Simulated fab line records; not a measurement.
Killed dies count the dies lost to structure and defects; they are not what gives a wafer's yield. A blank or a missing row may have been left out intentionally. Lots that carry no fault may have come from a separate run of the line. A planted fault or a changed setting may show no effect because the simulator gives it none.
fab line records	flow sky130	part 1 of 2: steps 1 to 33 of 43
record lots=5	wafers=15	last-day=51
route steps=708 shown POLY_CUT@319 SD_P@320 RES_XHIGH@332 SD_N@342 SALICIDE@361 LI_CONTACT@362
lots that met no fault: from a run of the same line without faults
start-h: the number of hours between the record's first day and the start of the first shown wafer of the lot	wait-h: how many hours have passed since the lot's step before this one	" as in the row above	L1.1+2: a single row standing in for several wafers	- no value, or no start was given	* or withheld: withheld	< > ~ a bound
route shown NAME@n: a module of which the file shows steps, and the number in the route of the first	usual: the fault-free wafers' mean and standard deviation	same: alike in all rows	chamber/n: place in a boat	sites: the reading at each site	_std_site: standard deviation across them	_edge_site: the outer-site mean with the inner-site mean subtracted	radius-mm: how far each site lies from the wafer's centre	mask NAME#n: copy n	behind: tool/chamber where the wafer was last shaped	hold: what put the lot on hold/how long, in hours/how the hold closed	device: the transistor (n, p or np) that didn't switch	end of line: at the end of the route, the tests of the same wafers	for a step that has no rows: nothing shown but its recipe	killed: the dies lost at the first sort to structure and to defects; this is not the yield of the wafer	map: per-die view of a wafer (x killed, . not killed, _ where there is no die)
set.NAME: the setting that was run; set.NAME@STEP: the one run at that earlier step	model.NAME: the simulator's own value behind a step, which no gauge read
certain route steps with their lots: each step a table, each wafer a row
services: the hour from which a tool's chamber was out of use, counted from the record's first day as start-h (under 0 if before that day), plus the number of hours and why
## steps
# step SKY_POLY_CUT_STRIP_12
# recipe chemistry=O2/N2	power-w=1400	pressure-mtorr=1500	platen-temp-c=withheld	o2-flow-sccm=3000	n2-flow-sccm=300	overash-fraction=0.5
# usual drypump-motor-current-A=5.71/0.24	oes-product-au=0.453/0.0042	strip-time-to-endpoint-s=5.357/0.014
lot.wafer	tool	chamber	start-h	wait-h	drypump-motor-current-A	oes-product-au	rf-hours-counter-h	strip-time-to-endpoint-s
L079.1	plasma-asher-01	1	621.58	0.0	5.73	0.451	96	5.355
L079.3	"	0	"	"	5.57	0.451	-	5.359
L079.4	"	1	"	"	5.74	0.456	-	5.345
L080.1	plasma-asher-04	1	628.78	0.0	5.78	0.451	51	5.347
L080.3	"	1	"	"	5.79	0.453	-	5.351
L080.6	"	0	"	"	6.05	0.447	-	5.346
L085.2	plasma-asher-04	1	680.85	0.0	5.78	0.447	56	5.344
L085.5	"	0	"	"	6.05	0.457	-	5.344
L085.6	"	1	"	"	5.78	0.445	-	5.363
L088.1	plasma-asher-01	1	692.00	0.0	5.71	0.456	101	5.343
L088.3	"	0	"	"	5.57	0.451	-	5.329
L088.5	"	1	"	"	5.71	0.451	-	5.341
L097.1	plasma-asher-01	1	767.33	0.0	5.72	0.455	2	5.337
L097.3	"	0	"	"	5.54	0.443	-	5.354
L097.4	"	1	"	"	5.76	0.449	-	5.336
# step SKY_SD_P_DEHYDRATE_00
# recipe temp-c=200	time-s=60
lot.wafer	tool	chamber	start-h	wait-h
L079.1+3+4	litho-track-01	0	636.24	14.6
L080.1+3+6	litho-track-01	0	643.84	15.0
L085.2+5+6	litho-track-01	0	694.82	13.9
L088.1+3+5	litho-track-04	0	706.51	14.5
L097.1+3+4	litho-track-01	0	779.69	12.3
# step SKY_SD_P_HMDS_01
# recipe prime-time-s=60	prime-temp-c=120
lot.wafer	tool	chamber	start-h	wait-h
L079.1+3+4	litho-track-01	0	636.39	0.1
L080.1+3+6	litho-track-01	0	643.99	0.1
L085.2+5+6	litho-track-01	0	694.97	0.1
L088.1+3+5	litho-track-04	0	706.66	0.1
L097.1+3+4	litho-track-01	0	779.84	0.1
# step SKY_SD_P_COAT_02
# recipe resist=NOVOLAK	spin-rpm=3000	resist-thk-nm=1140
lot.wafer	tool	chamber	start-h	wait-h
L079.1+3+4	litho-track-01	0	636.54	0.1
L080.1+3+6	litho-track-01	0	644.14	0.1
L085.2+5+6	litho-track-01	0	695.12	0.1
L088.1+3+5	litho-track-04	0	706.81	0.1
L097.1+3+4	litho-track-01	0	779.99	0.1
# step SKY_SD_P_SOFTBAKE_03
# recipe temp-c=90	time-s=60	resist=NOVOLAK
lot.wafer	tool	chamber	start-h	wait-h
L079.1+3+4	litho-track-01	0	636.69	0.1
L080.1+3+6	litho-track-01	0	644.29	0.1
L085.2+5+6	litho-track-01	0	695.27	0.1
L088.1+3+5	litho-track-04	0	706.96	0.1
L097.1+3+4	litho-track-01	0	780.14	0.1
# step SKY_SD_P_EXPOSE_04
# recipe mask-id=PSDM	na=0.6	source-shape=conventional	sigma-outer=0.6	polarization=unpolarized	target-cd-nm=380	dose-mj=138
# usual focus-offset-nm=0.1/0.49
# same na=0.6	sigma-outer=0.6
lot.wafer	tool	chamber	start-h	wait-h	mask	focus-offset-nm
L079.1	iline-stepper-01	0	-	-	PSDM#0	0.1
L079.3	"	0	"	"	PSDM#0	-0.1
L079.4	"	0	"	"	PSDM#0	0.7
L080.1	iline-stepper-02	0	-	-	PSDM#0	0.7
L080.3	"	0	"	"	PSDM#0	0.6
L080.6	"	0	"	"	PSDM#0	0.6
L085.2	iline-stepper-01	0	-	-	PSDM#0	-0.1
L085.5	"	0	"	"	PSDM#0	-0.1
L085.6	"	0	"	"	PSDM#0	1.1
L088.1	iline-stepper-02	0	-	-	PSDM#0	0.2
L088.3	"	0	"	"	PSDM#0	-0.2
L088.5	"	0	"	"	PSDM#0	0.3
L097.1	iline-stepper-02	0	-	-	PSDM#0	0.5
L097.3	"	0	"	"	PSDM#0	-1.1
L097.4	"	0	"	"	PSDM#0	-0.8
# step SKY_SD_P_PEB_05
# recipe temp-c=withheld	time-s=*	resist=NOVOLAK
lot.wafer	tool	chamber	start-h	wait-h
L079.1+3+4	litho-track-03	0	-	-
L080.1+3+6	litho-track-04	0	-	-
L085.2+5+6	litho-track-03	0	-	-
L088.1+3+5	litho-track-03	0	-	-
L097.1+3+4	litho-track-04	0	-	-
# step SKY_SD_P_DEVELOP_06
# recipe resist=NOVOLAK	developer=TMAH	develop-time-s=60	dev-temp-c=23
lot.wafer	tool	chamber	start-h	wait-h
L079.1+3+4	litho-track-03	0	651.21	0.1
L080.1+3+6	litho-track-04	0	657.61	0.1
L085.2+5+6	litho-track-03	0	709.78	0.1
L088.1+3+5	litho-track-03	0	719.16	0.1
L097.1+3+4	litho-track-04	0	795.07	0.1
# step SKY_SD_P_CD_MEAS_07
# recipe target-cd-nm=380
# usual cd-nm=379.7/2.7
lot.wafer	tool	chamber	start-h	wait-h	cd-nm
L079.1	cd-sem-01	-	651.36	0.1	379.8
L079.3	"	-	"	"	380.7
L079.4	"	-	"	"	377.5
L080.1	cd-sem-01	-	657.76	0.1	383.7
L080.3	"	-	"	"	384.1
L080.6	"	-	"	"	386.0
L085.2	cd-sem-02	-	709.93	0.1	381.2
L085.5	"	-	"	"	384.0
L085.6	"	-	"	"	382.1
L088.1	cd-sem-01	-	719.31	0.1	380.5
L088.3	"	-	"	"	379.1
L088.5	"	-	"	"	379.6
L097.1	cd-sem-01	-	795.22	0.1	383.7
L097.3	"	-	"	"	380.5
L097.4	"	-	"	"	381.0
# step SKY_SD_P_OVL_MEAS_08
# usual SD_P_OVL=0.8/1.2
lot.wafer	tool	chamber	start-h	wait-h	SD_P_OVL[nm]
L079.1	overlay-01	-	651.48	0.1	0.9
L079.3	"	-	"	"	1.1
L079.4	"	-	"	"	-0.7
L080.1	overlay-01	-	657.88	0.1	0.3
L080.3	"	-	"	"	1.0
L080.6	"	-	"	"	2.3
L085.2	overlay-02	-	710.03	0.1	1.6
L085.5	"	-	"	"	0.7
L085.6	"	-	"	"	-0.3
L088.1	overlay-02	-	719.43	0.1	1.7
L088.3	"	-	"	"	1.1
L088.5	"	-	"	"	1.3
L097.1	overlay-02	-	795.34	0.1	0.5
L097.3	"	-	"	"	-0.8
L097.4	"	-	"	"	-0.3
# step SKY_SD_P_IMPLANT_09
# recipe species=BF2	energy-kev=20	dose-cm2=3e+15	tilt-deg=0
# usual tilt-deg=0.000/0.018
lot.wafer	tool	chamber	start-h	wait-h	tilt-deg
L079.1	implanter-04	0	651.51	0.0	-0.012
L079.3	"	0	"	"	0.012
L079.4	"	0	"	"	-0.004
L080.1	implanter-04	0	657.92	0.0	0.019
L080.3	"	0	"	"	0.006
L080.6	"	0	"	"	0.007
L085.2	implanter-04	0	710.09	0.0	0.023
L085.5	"	0	"	"	0.004
L085.6	"	0	"	"	0.051
L088.1	implanter-02	0	719.46	0.0	-0.016
L088.3	"	0	"	"	-0.002
L088.5	"	0	"	"	0.005
L097.1	implanter-04	0	795.37	0.0	0.005
L097.3	"	0	"	"	-0.003
L097.4	"	0	"	"	-0.008
# step SKY_SD_P_STRIP_10
# recipe chemistry=O2/N2	power-w=1400	pressure-mtorr=1500	platen-temp-c=withheld	o2-flow-sccm=3000	n2-flow-sccm=300	overash-fraction=0.5
# usual drypump-motor-current-A=5.84/0.15	oes-product-au=0.618/0.0047	strip-time-to-endpoint-s=17.50/0.046
lot.wafer	tool	chamber	start-h	wait-h	drypump-motor-current-A	oes-product-au	rf-hours-counter-h	strip-time-to-endpoint-s
L079.1	plasma-asher-04	0	651.66	0.1	6.04	0.621	53	17.55
L079.3	"	1	"	"	5.78	0.620	-	17.58
L079.4	"	0	"	"	6.05	0.618	-	17.59
L080.1	plasma-asher-04	0	658.07	0.1	6.06	0.615	54	17.50
L080.3	"	0	"	"	6.05	0.616	-	17.57
L080.6	"	0	"	"	6.06	0.620	-	17.51
L085.2	plasma-asher-01	0	710.21	0.1	5.56	0.616	103	17.46
L085.5	"	0	"	"	5.56	0.616	-	17.50
L085.6	"	1	"	"	5.75	0.612	-	17.47
L088.1	plasma-asher-04	1	719.61	0.1	5.77	0.617	59	17.55
L088.3	"	0	"	"	6.01	0.625	-	17.58
L088.5	"	1	"	"	5.75	0.618	-	17.58
L097.1	plasma-asher-04	0	795.52	0.1	6.05	0.615	66	17.53
L097.3	"	0	"	"	6.06	0.618	-	17.51
L097.4	"	1	"	"	5.73	0.621	-	17.53
# step SKY_SD_P_TW_MEAS_11
# usual SD_P_TW=2822/39
lot.wafer	tool	chamber	start-h	wait-h	SD_P_TW
L079.1	film-metro-04	-	651.76	0.1	2858
L079.3	"	-	"	"	2852
L079.4	"	-	"	"	2849
L080.1	film-metro-01	-	658.17	0.1	2769
L080.3	"	-	"	"	2776
L080.6	"	-	"	"	2768
L085.2	film-metro-04	-	710.32	0.1	2813
L085.5	"	-	"	"	2819
L085.6	"	-	"	"	2805
L088.1	film-metro-01	-	719.71	0.1	2769
L088.3	"	-	"	"	2770
L088.5	"	-	"	"	2764
L097.1	film-metro-02	-	795.62	0.1	2860
L097.3	"	-	"	"	2848
L097.4	"	-	"	"	2856
# step SKY_RES_XHIGH_DEHYDRATE_00
# recipe temp-c=200	time-s=60
lot.wafer	tool	chamber	start-h	wait-h
L079.1+3+4	litho-track-04	0	666.11	14.3
L080.1+3+6	litho-track-04	0	673.11	14.9
L085.2+5+6	litho-track-03	0	722.93	12.6
L088.1+3+5	litho-track-04	0	734.87	15.1
L097.1+3+4	litho-track-03	0	807.91	12.3
# step SKY_RES_XHIGH_HMDS_01
# recipe prime-time-s=60	prime-temp-c=120
lot.wafer	tool	chamber	start-h	wait-h
L079.1+3+4	litho-track-04	0	666.26	0.1
L080.1+3+6	litho-track-04	0	673.26	0.1
L085.2+5+6	litho-track-03	0	723.08	0.1
L088.1+3+5	litho-track-04	0	735.02	0.1
L097.1+3+4	litho-track-03	0	808.06	0.1
# step SKY_RES_XHIGH_COAT_02
# recipe resist=NOVOLAK	spin-rpm=3000	resist-thk-nm=1140
lot.wafer	tool	chamber	start-h	wait-h
L079.1+3+4	litho-track-04	0	666.41	0.1
L080.1+3+6	litho-track-04	0	673.41	0.1
L085.2+5+6	litho-track-03	0	723.23	0.1
L088.1+3+5	litho-track-04	0	735.17	0.1
L097.1+3+4	litho-track-03	0	808.21	0.1
# step SKY_RES_XHIGH_SOFTBAKE_03
# recipe temp-c=90	time-s=60	resist=NOVOLAK
lot.wafer	tool	chamber	start-h	wait-h
L079.1+3+4	litho-track-04	0	666.56	0.1
L080.1+3+6	litho-track-04	0	673.56	0.1
L085.2+5+6	litho-track-03	0	723.38	0.1
L088.1+3+5	litho-track-04	0	735.32	0.1
L097.1+3+4	litho-track-03	0	808.36	0.1
# step SKY_RES_XHIGH_EXPOSE_04
# recipe mask-id=URPM	na=0.6	source-shape=conventional	sigma-outer=0.6	polarization=unpolarized	target-cd-nm=1270	dose-mj=140
# usual focus-offset-nm=-0.1/0.51
# same na=0.6	sigma-outer=0.6
lot.wafer	tool	chamber	start-h	wait-h	mask	focus-offset-nm
L079.1	iline-stepper-01	0	-	-	URPM#0	-1.6
L079.3	"	0	"	"	URPM#0	-1.6
L079.4	"	0	"	"	URPM#0	-0.7
L080.1	iline-stepper-02	0	-	-	URPM#0	0.5
L080.3	"	0	"	"	URPM#0	0.4
L080.6	"	0	"	"	URPM#0	-0.2
L085.2	iline-stepper-02	0	-	-	URPM#0	-0.1
L085.5	"	0	"	"	URPM#0	-0.7
L085.6	"	0	"	"	URPM#0	-0.5
L088.1	iline-stepper-02	0	-	-	URPM#0	0.0
L088.3	"	0	"	"	URPM#0	0.4
L088.5	"	0	"	"	URPM#0	0.2
L097.1	iline-stepper-01	0	-	-	URPM#0	0.3
L097.3	"	0	"	"	URPM#0	0.6
L097.4	"	0	"	"	URPM#0	0.4
# step SKY_RES_XHIGH_PEB_05
# recipe temp-c=withheld	time-s=*	resist=NOVOLAK
lot.wafer	tool	chamber	start-h	wait-h
L079.1+3+4	litho-track-02	0	-	-
L080.1+3+6	litho-track-02	0	-	-
L085.2+5+6	litho-track-02	0	-	-
L088.1+3+5	litho-track-02	0	-	-
L097.1+3+4	litho-track-02	0	-	-
# step SKY_RES_XHIGH_DEVELOP_06
# recipe resist=NOVOLAK	developer=TMAH	develop-time-s=60	dev-temp-c=23
lot.wafer	tool	chamber	start-h	wait-h
L079.1+3+4	litho-track-02	0	680.91	0.1
L080.1+3+6	litho-track-02	0	686.96	0.1
L085.2+5+6	litho-track-02	0	737.49	0.1
L088.1+3+5	litho-track-02	0	747.81	0.1
L097.1+3+4	litho-track-02	0	822.91	0.1
# step SKY_RES_XHIGH_IMPLANT_07
# recipe species=BF2	energy-kev=20	dose-cm2=3.6e+14	tilt-deg=0
# usual tilt-deg=0.004/0.02
lot.wafer	tool	chamber	start-h	wait-h	tilt-deg
L079.1	implanter-01	0	681.06	0.1	-0.006
L079.3	"	0	"	"	-0.009
L079.4	"	0	"	"	0.024
L080.1	implanter-04	0	687.11	0.1	0.005
L080.3	"	0	"	"	-0.001
L080.6	"	0	"	"	-0.031
L085.2	implanter-04	0	737.64	0.1	0.018
L085.5	"	0	"	"	0.005
L085.6	"	0	"	"	0.021
L088.1	implanter-03	0	747.96	0.1	-0.015
L088.3	"	0	"	"	-0.024
L088.5	"	0	"	"	0.008
L097.1	implanter-03	0	823.06	0.1	0.025
L097.3	"	0	"	"	-0.017
L097.4	"	0	"	"	0.012
# step SKY_RES_XHIGH_STRIP_08
# recipe chemistry=O2/N2	power-w=1400	pressure-mtorr=1500	platen-temp-c=withheld	o2-flow-sccm=3000	n2-flow-sccm=300	overash-fraction=0.5
# usual drypump-motor-current-A=5.70/0.24	oes-product-au=0.711/0.0041	strip-time-to-endpoint-s=14.29/0.043
lot.wafer	tool	chamber	start-h	wait-h	drypump-motor-current-A	oes-product-au	rf-hours-counter-h	strip-time-to-endpoint-s
L079.1	plasma-asher-02	1	681.21	0.1	5.73	0.711	87	14.22
L079.3	"	1	"	"	5.70	0.715	-	14.21
L079.4	"	0	"	"	5.96	0.716	-	14.23
L080.1	plasma-asher-02	1	687.26	0.1	5.74	0.703	88	14.22
L080.3	"	1	"	"	5.73	0.708	-	14.24
L080.6	"	0	"	"	5.98	0.715	-	14.28
L085.2	plasma-asher-03	0	737.76	0.1	5.82	0.710	33	14.28
L085.5	"	0	"	"	5.83	0.707	-	14.26
L085.6	"	1	"	"	5.22	0.709	-	14.30
L088.1	plasma-asher-02	1	748.11	0.1	5.71	0.710	95	14.27
L088.3	"	0	"	"	5.94	0.711	-	14.33
L088.5	"	1	"	"	5.70	0.712	-	14.27
L097.1	plasma-asher-02	0	823.21	0.1	5.94	0.710	102	14.23
L097.3	"	1	"	"	5.74	0.710	-	14.22
L097.4	"	0	"	"	5.95	0.708	-	14.27
# step SKY_RES_XHIGH_TW_MEAS_09
# usual RES_XHIGH_TW=1648/19
lot.wafer	tool	chamber	start-h	wait-h	RES_XHIGH_TW
L079.1	film-metro-01	-	681.31	0.1	1623
L079.3	"	-	"	"	1628
L079.4	"	-	"	"	1631
L080.1	film-metro-02	-	687.36	0.1	1667
L080.3	"	-	"	"	1661
L080.6	"	-	"	"	1664
L085.2	film-metro-04	-	737.87	0.1	1648
L085.5	"	-	"	"	1656
L085.6	"	-	"	"	1657
L088.1	film-metro-04	-	748.21	0.1	1650
L088.3	"	-	"	"	1649
L088.5	"	-	"	"	1648
L097.1	film-metro-04	-	823.31	0.1	1641
L097.3	"	-	"	"	1645
L097.4	"	-	"	"	1640
# step SKY_SD_N_DEHYDRATE_00
# recipe temp-c=200	time-s=60
lot.wafer	tool	chamber	start-h	wait-h
L079.1+3+4	litho-track-01	0	695.39	14.1
L080.1+3+6	litho-track-01	0	702.14	14.8
L085.2+5+6	litho-track-01	0	750.27	12.4
L088.1+3+5	litho-track-03	0	762.76	14.5
L097.1+3+4	litho-track-03	0	835.36	12.0
# step SKY_SD_N_HMDS_01
# recipe prime-time-s=60	prime-temp-c=120
lot.wafer	tool	chamber	start-h	wait-h
L079.1+3+4	litho-track-01	0	695.54	0.1
L080.1+3+6	litho-track-01	0	702.29	0.1
L085.2+5+6	litho-track-01	0	750.42	0.1
L088.1+3+5	litho-track-03	0	762.91	0.1
L097.1+3+4	litho-track-03	0	835.51	0.1
# step SKY_SD_N_COAT_02
# recipe resist=NOVOLAK	spin-rpm=3000	resist-thk-nm=1140
lot.wafer	tool	chamber	start-h	wait-h
L079.1+3+4	litho-track-01	0	695.69	0.1
L080.1+3+6	litho-track-01	0	702.44	0.1
L085.2+5+6	litho-track-01	0	750.57	0.1
L088.1+3+5	litho-track-03	0	763.06	0.1
L097.1+3+4	litho-track-03	0	835.66	0.1
# step SKY_SD_N_SOFTBAKE_03
# recipe temp-c=90	time-s=60	resist=NOVOLAK
lot.wafer	tool	chamber	start-h	wait-h
L079.1+3+4	litho-track-01	0	695.84	0.1
L080.1+3+6	litho-track-01	0	702.59	0.1
L085.2+5+6	litho-track-01	0	750.72	0.1
L088.1+3+5	litho-track-03	0	763.21	0.1
L097.1+3+4	litho-track-03	0	835.81	0.1
# step SKY_SD_N_EXPOSE_04
# recipe mask-id=NSDM	na=0.6	source-shape=conventional	sigma-outer=0.6	polarization=unpolarized	target-cd-nm=380	dose-mj=141
# usual focus-offset-nm=0.0/0.53
# same na=0.6	sigma-outer=0.6
lot.wafer	tool	chamber	start-h	wait-h	mask	focus-offset-nm
L079.1	iline-stepper-01	0	-	-	NSDM#0	0.8
L079.3	"	0	"	"	NSDM#0	0.5
L079.4	"	0	"	"	NSDM#0	0.1
L080.1	iline-stepper-01	0	-	-	NSDM#0	0.2
L080.3	"	0	"	"	NSDM#0	0.5
L080.6	"	0	"	"	NSDM#0	0.6
L085.2	iline-stepper-01	0	-	-	NSDM#0	-0.5
L085.5	"	0	"	"	NSDM#0	-0.2
L085.6	"	0	"	"	NSDM#0	-0.1
L088.1	iline-stepper-01	0	-	-	NSDM#0	-0.7
L088.3	"	0	"	"	NSDM#0	0.9
L088.5	"	0	"	"	NSDM#0	-1.0
L097.1	iline-stepper-01	0	-	-	NSDM#0	-0.1
L097.3	"	0	"	"	NSDM#0	-0.1
L097.4	"	0	"	"	NSDM#0	-0.1
# step SKY_SD_N_PEB_05
# recipe temp-c=withheld	time-s=*	resist=NOVOLAK
lot.wafer	tool	chamber	start-h	wait-h
L079.1+3+4	litho-track-03	0	-	-
L080.1+3+6	litho-track-03	0	-	-
L085.2+5+6	litho-track-03	0	-	-
L088.1+3+5	litho-track-03	0	-	-
L097.1+3+4	litho-track-01	0	-	-
# step SKY_SD_N_DEVELOP_06
# recipe resist=NOVOLAK	developer=TMAH	develop-time-s=60.87	dev-temp-c=23
lot.wafer	tool	chamber	start-h	wait-h
L079.1+3+4	litho-track-03	0	710.36	0.1
L080.1+3+6	litho-track-03	0	715.51	0.1
L085.2+5+6	litho-track-03	0	765.98	0.1
L088.1+3+5	litho-track-03	0	775.96	0.1
L097.1+3+4	litho-track-01	0	849.94	0.1
# step SKY_SD_N_CD_MEAS_07
# recipe target-cd-nm=380
# usual cd-nm=380/3.3
lot.wafer	tool	chamber	start-h	wait-h	cd-nm
L079.1	cd-sem-01	-	710.51	0.1	385
L079.3	"	-	"	"	383
L079.4	"	-	"	"	384
L080.1	cd-sem-01	-	715.69	0.2	378
L080.3	"	-	"	"	381
L080.6	"	-	"	"	381
L085.2	cd-sem-01	-	766.13	0.1	379
L085.5	"	-	"	"	381
L085.6	"	-	"	"	381
L088.1	cd-sem-01	-	776.11	0.1	381
L088.3	"	-	"	"	379
L088.5	"	-	"	"	379
L097.1	cd-sem-02	-	850.09	0.1	380
L097.3	"	-	"	"	377
L097.4	"	-	"	"	378
# step SKY_SD_N_OVL_MEAS_08
# usual SD_N_OVL=0.4/1.4
lot.wafer	tool	chamber	start-h	wait-h	SD_N_OVL[nm]
L079.1	overlay-01	-	710.63	0.1	-0.2
L079.3	"	-	"	"	0.9
L079.4	"	-	"	"	0.0
L080.1	overlay-02	-	715.81	0.1	-1.2
L080.3	"	-	"	"	-2.5
L080.6	"	-	"	"	-1.0
L085.2	overlay-01	-	766.23	0.1	-1.9
L085.5	"	-	"	"	-2.2
L085.6	"	-	"	"	-1.8
L088.1	overlay-01	-	776.23	0.1	2.2
L088.3	"	-	"	"	0.3
L088.5	"	-	"	"	0.9
L097.1	overlay-01	-	850.21	0.1	0.8
L097.3	"	-	"	"	-0.3
L097.4	"	-	"	"	0.6
# step SKY_SD_N_IMPLANT_09
# recipe species=As	energy-kev=50	dose-cm2=4e+15	tilt-deg=0
# usual tilt-deg=0.001/0.021
lot.wafer	tool	chamber	start-h	wait-h	tilt-deg
L079.1	implanter-02	0	710.66	0.0	-0.039
L079.3	"	0	"	"	-0.023
L079.4	"	0	"	"	0.015
L080.1	implanter-04	0	715.85	0.0	-0.029
L080.3	"	0	"	"	-0.009
L080.6	"	0	"	"	0.023
L085.2	implanter-02	0	766.29	0.0	0.040
L085.5	"	0	"	"	0.029
L085.6	"	0	"	"	0.030
L088.1	implanter-03	0	776.26	0.0	-0.025
L088.3	"	0	"	"	-0.028
L088.5	"	0	"	"	-0.017
L097.1	implanter-03	0	850.25	0.0	-0.023
L097.3	"	0	"	"	0.006
L097.4	"	0	"	"	-0.014
